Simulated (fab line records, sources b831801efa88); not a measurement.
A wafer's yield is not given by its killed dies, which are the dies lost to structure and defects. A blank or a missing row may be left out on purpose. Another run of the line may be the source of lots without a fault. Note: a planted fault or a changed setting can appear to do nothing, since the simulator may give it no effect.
Which of the tools did it? || flow sky130 || Sampling: 12 lots, 36 wafers, 5 of 708 route steps

WHAT THE GAUGES READ, wafer by wafer
The record holds no reading of a measuring or inspecting step that can be judged against a usual standard deviation.

WHICH TOOL RAN EACH LOT (tool, then ch and the chambers of the sampled wafers, then the start)
{"lot": "L446", "SKY_VIA2_CMP_02": "cmp-02 ch 0,3, day 35 07:26", "SKY_VIA2_ETCH_15": "rieDiel-03 ch 0,1,3, day 36 09:38", "SKY_VIA2_CVD_21": "cvdW-02 ch 0,1, day 36 10:22", "SKY_METAL3_SPUTTER_00": "pvdSputter-04, day 36 10:56", "SKY_PAD_OPEN_PROBE_99": "-"}
{"lot": "L449", "SKY_VIA2_CMP_02": "cmp-02 ch 0,2, day 36 23:06", "SKY_VIA2_ETCH_15": "rieDiel-03 ch 0,2,3, day 38 00:41", "SKY_VIA2_CVD_21": "cvdW-02 ch 0, day 38 01:24", "SKY_METAL3_SPUTTER_00": "pvdSputter-01, day 38 02:01", "SKY_PAD_OPEN_PROBE_99": "-"}
{"lot": "L452", "SKY_VIA2_CMP_02": "cmp-01 ch 1,2,3, day 37 16:23", "SKY_VIA2_ETCH_15": "rieDiel-03 ch 0,3, day 38 17:24", "SKY_VIA2_CVD_21": "cvdW-02 ch 0, day 38 18:08", "SKY_METAL3_SPUTTER_00": "pvdSputter-01, day 38 18:44", "SKY_PAD_OPEN_PROBE_99": "prober-02, day 47 16:19"}
{"lot": "L453", "SKY_VIA2_CMP_02": "cmp-01 ch 0,1,2, day 37 20:08", "SKY_VIA2_ETCH_15": "rieDiel-03 ch 0,2,3, day 38 21:42", "SKY_VIA2_CVD_21": "cvdW-02 ch 0,1, day 38 22:30", "SKY_METAL3_SPUTTER_00": "pvdSputter-02, day 38 23:07", "SKY_PAD_OPEN_PROBE_99": "-"}
{"lot": "L458", "SKY_VIA2_CMP_02": "cmp-02 ch 0,3, day 39 02:49", "SKY_VIA2_ETCH_15": "rieDiel-01 ch 0,2,3, day 40 02:45", "SKY_VIA2_CVD_21": "cvdW-01 ch 0,1, day 40 03:28", "SKY_METAL3_SPUTTER_00": "pvdSputter-02, day 40 04:05", "SKY_PAD_OPEN_PROBE_99": "prober-01, day 48 18:21"}
{"lot": "L460", "SKY_VIA2_CMP_02": "cmp-02 ch 1,3, day 39 11:30", "SKY_VIA2_ETCH_15": "rieDiel-01 ch 0,2,3, day 40 12:31", "SKY_VIA2_CVD_21": "cvdW-02 ch 0,1, day 40 13:16", "SKY_METAL3_SPUTTER_00": "pvdSputter-04, day 40 13:53", "SKY_PAD_OPEN_PROBE_99": "prober-01, day 49 01:58"}
{"lot": "L459", "SKY_VIA2_CMP_02": "cmp-02 ch 0,2,3, day 39 16:49", "SKY_VIA2_ETCH_15": "rieDiel-02 ch 0,2,3, day 40 17:15", "SKY_VIA2_CVD_21": "cvdW-01 ch 0,1, day 40 18:00", "SKY_METAL3_SPUTTER_00": "pvdSputter-02, day 40 18:37", "SKY_PAD_OPEN_PROBE_99": "prober-02, day 49 04:20"}
{"lot": "L461", "SKY_VIA2_CMP_02": "cmp-02 ch 1,2, day 39 21:47", "SKY_VIA2_ETCH_15": "rieDiel-02 ch 0,1,2, day 40 22:15", "SKY_VIA2_CVD_21": "cvdW-01 ch 0,1, day 40 23:02", "SKY_METAL3_SPUTTER_00": "pvdSputter-04, day 40 23:39", "SKY_PAD_OPEN_PROBE_99": "prober-01, day 49 09:22"}
{"lot": "L462", "SKY_VIA2_CMP_02": "cmp-02 ch 0,1, day 39 23:01", "SKY_VIA2_ETCH_15": "rieDiel-03 ch 1,2, day 40 23:37", "SKY_VIA2_CVD_21": "cvdW-01 ch 0,1, day 41 00:25", "SKY_METAL3_SPUTTER_00": "pvdSputter-01, day 41 01:01", "SKY_PAD_OPEN_PROBE_99": "prober-02, day 49 11:05"}
{"lot": "L463", "SKY_VIA2_CMP_02": "cmp-02 ch 0,3, day 40 11:46", "SKY_VIA2_ETCH_15": "rieDiel-01 ch 0,2,3, day 41 12:13", "SKY_VIA2_CVD_21": "cvdW-01 ch 0,1, day 41 12:58", "SKY_METAL3_SPUTTER_00": "pvdSputter-04, day 41 13:35", "SKY_PAD_OPEN_PROBE_99": "-"}
{"lot": "L464", "SKY_VIA2_CMP_02": "cmp-01 ch 1,2,3, day 40 17:20", "SKY_VIA2_ETCH_15": "rieDiel-01 ch 0,2,3, day 41 17:43", "SKY_VIA2_CVD_21": "cvdW-02 ch 0,1, day 41 18:37", "SKY_METAL3_SPUTTER_00": "pvdSputter-02, day 41 19:14", "SKY_PAD_OPEN_PROBE_99": "-"}
{"lot": "L469", "SKY_VIA2_CMP_02": "cmp-01 ch 1,2, day 42 12:43", "SKY_VIA2_ETCH_15": "rieDiel-03 ch 0,1,3, day 43 12:01", "SKY_VIA2_CVD_21": "cvdW-02 ch 0,1, day 43 12:45", "SKY_METAL3_SPUTTER_00": "pvdSputter-04, day 43 13:22", "SKY_PAD_OPEN_PROBE_99": "prober-01, day 51 05:02"}
- SKY_VIA2_CMP_02: polishes SiO2.
- SKY_VIA2_ETCH_15: etches SiO2 in C4F8/O2/Ar, stops on TiN, target depth 546 nm, time 84 s.
- SKY_VIA2_CVD_21: deposits W, target thk 420 nm, time 126.4 s.
- SKY_METAL3_SPUTTER_00: material Ti, target thk 15 nm, time 10 s.
- SKY_PAD_OPEN_PROBE_99

AS READ BY THE TOOLS THEMSELVES (means over the sampled wafers that have a number; for cases with no such wafer, the mark the record gives instead)
SKY_VIA2_CMP_02. Usual: 11.5 A for motorCurrentA, sd 1.2.
{"lot": "L446", "tool": "cmp-02", "motorCurrentA (A)": 11.6, "flag": ""}
{"lot": "L449", "tool": "cmp-02", "motorCurrentA (A)": 10.7, "flag": ""}
{"lot": "L452", "tool": "cmp-01", "motorCurrentA (A)": 12.4, "flag": ""}
{"lot": "L453", "tool": "cmp-01", "motorCurrentA (A)": 12.2, "flag": ""}
{"lot": "L458", "tool": "cmp-02", "motorCurrentA (A)": 11.0, "flag": ""}
{"lot": "L460", "tool": "cmp-02", "motorCurrentA (A)": 11.4, "flag": ""}
{"lot": "L459", "tool": "cmp-02", "motorCurrentA (A)": 11.0, "flag": ""}
{"lot": "L461", "tool": "cmp-02", "motorCurrentA (A)": 11.1, "flag": ""}
{"lot": "L462", "tool": "cmp-02", "motorCurrentA (A)": 12.2, "flag": ""}
{"lot": "L463", "tool": "cmp-02", "motorCurrentA (A)": 11.7, "flag": ""}
{"lot": "L464", "tool": "cmp-01", "motorCurrentA (A)": 12.1, "flag": ""}
{"lot": "L469", "tool": "cmp-01", "motorCurrentA (A)": 12.7, "flag": ""}

SKY_VIA2_ETCH_15. Usual: biasW 1200 W, standard deviation 3.4; oesProductAu 0.939 a.u., standard deviation 0.005.
{"lot": "L446", "tool": "rieDiel-03", "biasW (W)": 1200, "oesProductAu (a.u.)": 0.936, "flag": ""}
{"lot": "L449", "tool": "rieDiel-03", "biasW (W)": 1641, "oesProductAu (a.u.)": 0.938, "flag": "OFF"}
{"lot": "L452", "tool": "rieDiel-03", "biasW (W)": 1639, "oesProductAu (a.u.)": 0.941, "flag": "OFF"}
{"lot": "L453", "tool": "rieDiel-03", "biasW (W)": 1640, "oesProductAu (a.u.)": 0.937, "flag": "OFF"}
{"lot": "L458", "tool": "rieDiel-01", "biasW (W)": 1201, "oesProductAu (a.u.)": 0.944, "flag": ""}
{"lot": "L460", "tool": "rieDiel-01", "biasW (W)": 1201, "oesProductAu (a.u.)": 0.933, "flag": ""}
{"lot": "L459", "tool": "rieDiel-02", "biasW (W)": 1200, "oesProductAu (a.u.)": 0.939, "flag": ""}
{"lot": "L461", "tool": "rieDiel-02", "biasW (W)": 1198, "oesProductAu (a.u.)": 0.934, "flag": ""}
{"lot": "L462", "tool": "rieDiel-03", "biasW (W)": 1198, "oesProductAu (a.u.)": 0.935, "flag": ""}
{"lot": "L463", "tool": "rieDiel-01", "biasW (W)": 1198, "oesProductAu (a.u.)": 0.943, "flag": ""}
{"lot": "L464", "tool": "rieDiel-01", "biasW (W)": 1199, "oesProductAu (a.u.)": 0.938, "flag": ""}
{"lot": "L469", "tool": "rieDiel-03", "biasW (W)": 1201, "oesProductAu (a.u.)": 0.943, "flag": ""}

SKY_VIA2_CVD_21. Usual: heaterPowerOuterW 536 W, standard deviation 24; heaterPowerW 909 W, standard deviation 49.
{"lot": "L446", "tool": "cvdW-02", "heaterPowerOuterW (W)": 522, "heaterPowerW (W)": 865, "flag": ""}
{"lot": "L449", "tool": "cvdW-02", "heaterPowerOuterW (W)": 519, "heaterPowerW (W)": 924, "flag": ""}
{"lot": "L452", "tool": "cvdW-02", "heaterPowerOuterW (W)": 524, "heaterPowerW (W)": 905, "flag": ""}
{"lot": "L453", "tool": "cvdW-02", "heaterPowerOuterW (W)": 521, "heaterPowerW (W)": 873, "flag": ""}
{"lot": "L458", "tool": "cvdW-01", "heaterPowerOuterW (W)": 549, "heaterPowerW (W)": 937, "flag": ""}
{"lot": "L460", "tool": "cvdW-02", "heaterPowerOuterW (W)": 521, "heaterPowerW (W)": 887, "flag": ""}
{"lot": "L459", "tool": "cvdW-01", "heaterPowerOuterW (W)": 530, "heaterPowerW (W)": 923, "flag": ""}
{"lot": "L461", "tool": "cvdW-01", "heaterPowerOuterW (W)": 549, "heaterPowerW (W)": 952, "flag": ""}
{"lot": "L462", "tool": "cvdW-01", "heaterPowerOuterW (W)": 529, "heaterPowerW (W)": 916, "flag": ""}
{"lot": "L463", "tool": "cvdW-01", "heaterPowerOuterW (W)": 532, "heaterPowerW (W)": 897, "flag": ""}
{"lot": "L464", "tool": "cvdW-02", "heaterPowerOuterW (W)": 524, "heaterPowerW (W)": 889, "flag": ""}
{"lot": "L469", "tool": "cvdW-02", "heaterPowerOuterW (W)": 519, "heaterPowerW (W)": 846, "flag": ""}

SKY_METAL3_SPUTTER_00. Usual: 30.4 % for throttleValvePct, sd 1.1.
{"lot": "L446", "tool": "pvdSputter-04", "throttleValvePct (%)": 30.6, "flag": ""}
{"lot": "L449", "tool": "pvdSputter-01", "throttleValvePct (%)": 30.1, "flag": ""}
{"lot": "L452", "tool": "pvdSputter-01", "throttleValvePct (%)": 29.6, "flag": ""}
{"lot": "L453", "tool": "pvdSputter-02", "throttleValvePct (%)": 30.9, "flag": ""}
{"lot": "L458", "tool": "pvdSputter-02", "throttleValvePct (%)": 31.0, "flag": ""}
{"lot": "L460", "tool": "pvdSputter-04", "throttleValvePct (%)": 31.1, "flag": ""}
{"lot": "L459", "tool": "pvdSputter-02", "throttleValvePct (%)": 30.4, "flag": ""}
{"lot": "L461", "tool": "pvdSputter-04", "throttleValvePct (%)": 31.8, "flag": ""}
{"lot": "L462", "tool": "pvdSputter-01", "throttleValvePct (%)": 30.3, "flag": ""}
{"lot": "L463", "tool": "pvdSputter-04", "throttleValvePct (%)": 31.5, "flag": ""}
{"lot": "L464", "tool": "pvdSputter-02", "throttleValvePct (%)": 31.5, "flag": ""}
{"lot": "L469", "tool": "pvdSputter-04", "throttleValvePct (%)": 32.2, "flag": ""}

SKY_PAD_OPEN_PROBE_99. Usual: defectLimitedYield 82.6 %, standard deviation 1.7; killed_at_M0_to_M3 42, standard deviation 6.4; killed_at_M4_up 3.2, standard deviation 1.9; killedAtContacts 24, standard deviation 4.8; killedAtFrontEnd 16, standard deviation 4.4; killedAtOther 0.3, standard deviation 0.55; killedDies 86, standard deviation 8.6; killedOpen 46, standard deviation 6.6; killedShort 39, standard deviation 5.7; sort_bin_3_pad_short 0.8 %, standard deviation 0.41; sort_bin_5_function 10.3 %, standard deviation 1.5; sort_bin_6_memory 6.3 %, standard deviation 1; sortNPass 406, standard deviation 8.6; sortYieldPct 82.6 %, standard deviation 1.7.
{"lot": "L452", "tool": "prober-02", "defectLimitedYield (%)": 83.2, "killed_at_M0_to_M3": 39, "killed_at_M4_up": 3.7, "killedAtContacts": 25, "killedAtFrontEnd": 14, "killedAtOther": 0.7, "killedDies": 83, "killedOpen": 44, "killedShort": 38, "sort_bin_3_pad_short (%)": 1.5, "sort_bin_5_function (%)": 8.9, "sort_bin_6_memory (%)": 6.3, "sortNPass": 409, "sortYieldPct (%)": 83.2, "flag": ""}
{"lot": "L458", "tool": "prober-01", "defectLimitedYield (%)": 81.7, "killed_at_M0_to_M3": 45, "killed_at_M4_up": 3.0, "killedAtContacts": 26, "killedAtFrontEnd": 15, "killedAtOther": 0.7, "killedDies": 90, "killedOpen": 50, "killedShort": 39, "sort_bin_3_pad_short (%)": 0.5, "sort_bin_5_function (%)": 10.7, "sort_bin_6_memory (%)": 7.0, "sortNPass": 402, "sortYieldPct (%)": 81.7, "flag": ""}
{"lot": "L460", "tool": "prober-01", "defectLimitedYield (%)": 83.0, "killed_at_M0_to_M3": 39, "killed_at_M4_up": 3.0, "killedAtContacts": 26, "killedAtFrontEnd": 15, "killedAtOther": 0.0, "killedDies": 84, "killedOpen": 43, "killedShort": 40, "sort_bin_3_pad_short (%)": 1.0, "sort_bin_5_function (%)": 9.4, "sort_bin_6_memory (%)": 6.6, "sortNPass": 408, "sortYieldPct (%)": 83.0, "flag": ""}
{"lot": "L459", "tool": "prober-02", "defectLimitedYield (%)": 82.0, "killed_at_M0_to_M3": 45, "killed_at_M4_up": 5.3, "killedAtContacts": 23, "killedAtFrontEnd": 16, "killedAtOther": 0.0, "killedDies": 89, "killedOpen": 44, "killedShort": 44, "sort_bin_3_pad_short (%)": 0.9, "sort_bin_5_function (%)": 11.1, "sort_bin_6_memory (%)": 6.0, "sortNPass": 403, "sortYieldPct (%)": 82.0, "flag": ""}
{"lot": "L461", "tool": "prober-01", "defectLimitedYield (%)": 83.3, "killed_at_M0_to_M3": 41, "killed_at_M4_up": 4.0, "killedAtContacts": 22, "killedAtFrontEnd": 16, "killedAtOther": 0.0, "killedDies": 82, "killedOpen": 46, "killedShort": 36, "sort_bin_3_pad_short (%)": 0.6, "sort_bin_5_function (%)": 10.3, "sort_bin_6_memory (%)": 5.8, "sortNPass": 410, "sortYieldPct (%)": 83.3, "flag": ""}
{"lot": "L462", "tool": "prober-02", "defectLimitedYield (%)": 83.1, "killed_at_M0_to_M3": 40, "killed_at_M4_up": 0.3, "killedAtContacts": 25, "killedAtFrontEnd": 17, "killedAtOther": 0.3, "killedDies": 83, "killedOpen": 45, "killedShort": 38, "sort_bin_3_pad_short (%)": 0.3, "sort_bin_5_function (%)": 10.8, "sort_bin_6_memory (%)": 5.8, "sortNPass": 409, "sortYieldPct (%)": 83.1, "flag": ""}
{"lot": "L469", "tool": "prober-01", "defectLimitedYield (%)": 84.4, "killed_at_M0_to_M3": 40, "killed_at_M4_up": 3.0, "killedAtContacts": 22, "killedAtFrontEnd": 12, "killedAtOther": 0.0, "killedDies": 77, "killedOpen": 40, "killedShort": 37, "sort_bin_3_pad_short (%)": 0.7, "sort_bin_5_function (%)": 9.2, "sort_bin_6_memory (%)": 5.7, "sortNPass": 415, "sortYieldPct (%)": 84.4, "flag": ""}

THE ANSWER, worked out from the rows above alone
Rule: lot off if the mean of its wafers having a number is beyond 3 standard deviations from the usual mean. Also off: a lot with no number at a reading for which 4 or more lots have one. The other lots that the step has rows for count as sound. Order of review: gauges by route order, followed by the tools' own readings, for which a lot's mean as printed above is used. The first step at which some lot is off is used, and at that step the reading that is off furthest; a lot without a number counts as furthest.
Off, at SKY_VIA2_ETCH_15 on biasW: L449, L452, L453.
A tool fits if, at that step or a process step before it, it ran every lot that is off, and no sound lot after the first of them. No candidate that was tried fits.

WHAT WAS PUT IN BY THE SIMULATOR
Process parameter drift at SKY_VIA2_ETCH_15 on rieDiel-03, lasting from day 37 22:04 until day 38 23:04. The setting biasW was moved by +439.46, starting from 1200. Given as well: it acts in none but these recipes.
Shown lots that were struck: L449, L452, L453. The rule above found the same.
